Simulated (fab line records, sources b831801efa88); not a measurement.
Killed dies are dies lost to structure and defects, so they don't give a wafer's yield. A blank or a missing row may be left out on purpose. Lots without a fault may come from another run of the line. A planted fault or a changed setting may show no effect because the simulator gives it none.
One fault seen from 2 desks | flow gf180mcu | each desk has only its own numbers; what lay behind them comes last

THE METROLOGY DESK
What the gauges read, lot by lot, whatever tool the lot ran on: means of the sampled wafers that have a number. A lot is out of limits, marked OUT, if its mean lies more than 4 standard deviations from the usual mean; the brackets give that distance.
Columns: A = V2_CVD_00_THK at GF_V2_THK_MEAS_01, usual 601 nm
lot  | first seen here | A
L934 | day 19 16:54    | 599
L936 | day 20 09:58    | 602
L939 | day 21 15:32    | 603
L940 | day 22 02:36    | 612
L941 | day 22 07:59    | 602
L947 | day 24 21:09    | 599
L948 | day 25 01:43    | 603
L950 | day 25 09:09    | 602
L953 | day 26 07:08    | 601
L952 | day 26 08:36    | 603
L955 | day 26 21:06    | 594
This desk's finding: nothing out of limits on any of the 11 lots.

THE TOOL OWNER'S DESK: rie_metal-02
The tool's own readings at GF_M2_METAL_ETCH_16 (etches the open film in Cl2/BCl3, stops on SiO2, target depth 627.5 nm, time 104.6 s): means of the sampled wafers that have a number, for each lot that ran on this tool. A lot is out of limits, marked OUT, if its mean lies more than 4 standard deviations from the usual mean; the brackets give that distance.
Columns: A = drypump_motor_current_A at GF_M2_METAL_ETCH_16, usual 5.6 A; B = oes_product_au at GF_M2_METAL_ETCH_16, usual 0.972 a.u.; C = rf_fwd_power_W at GF_M2_METAL_ETCH_16, usual 795.7 W; D = throttle_valve_pct at GF_M2_METAL_ETCH_16, usual 28.250 %
lot  | first seen here | A   | B     | C               | D
L934 | day 19 16:11    | 5.8 | 0.966 | 798.2           | 28.262
L941 | day 22 07:16    | 5.8 | 0.963 | 791.8           | 28.264
L947 | day 24 20:19    | 6.0 | 0.970 | 922.9 (+55) OUT | 28.263
L948 | day 25 00:55    | 6.0 | 0.985 | 922.6 (+55) OUT | 28.234
L950 | day 25 08:19    | 5.9 | 0.976 | 923.9 (+56) OUT | 28.245
This desk's finding: out of limits on L947, L948, L950; first on L947, day 24 20:19 (rf_fwd_power_W at GF_M2_METAL_ETCH_16). In limits: L934, L941.

PUT TOGETHER
The tool owner's desk could have raised an alarm at day 24 20:19, on L947, L948, L950.
The metrology desk saw nothing out of limits.
The metrology desk has L947, L948, L950 on record, within its limits.
Of the lots named, all ran GF_M2_METAL_ETCH_16 on rie_metal-02.

WHAT THE SIMULATOR HAD PUT IN
Process parameter drift: rie_metal-02, from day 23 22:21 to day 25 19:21, at GF_M2_METAL_ETCH_16. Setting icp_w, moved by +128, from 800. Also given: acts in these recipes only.
Lots struck among those shown: L947, L948, L950.
Hours from the fault's start to each desk's first reading out of limits: the tool owner's desk, 22.
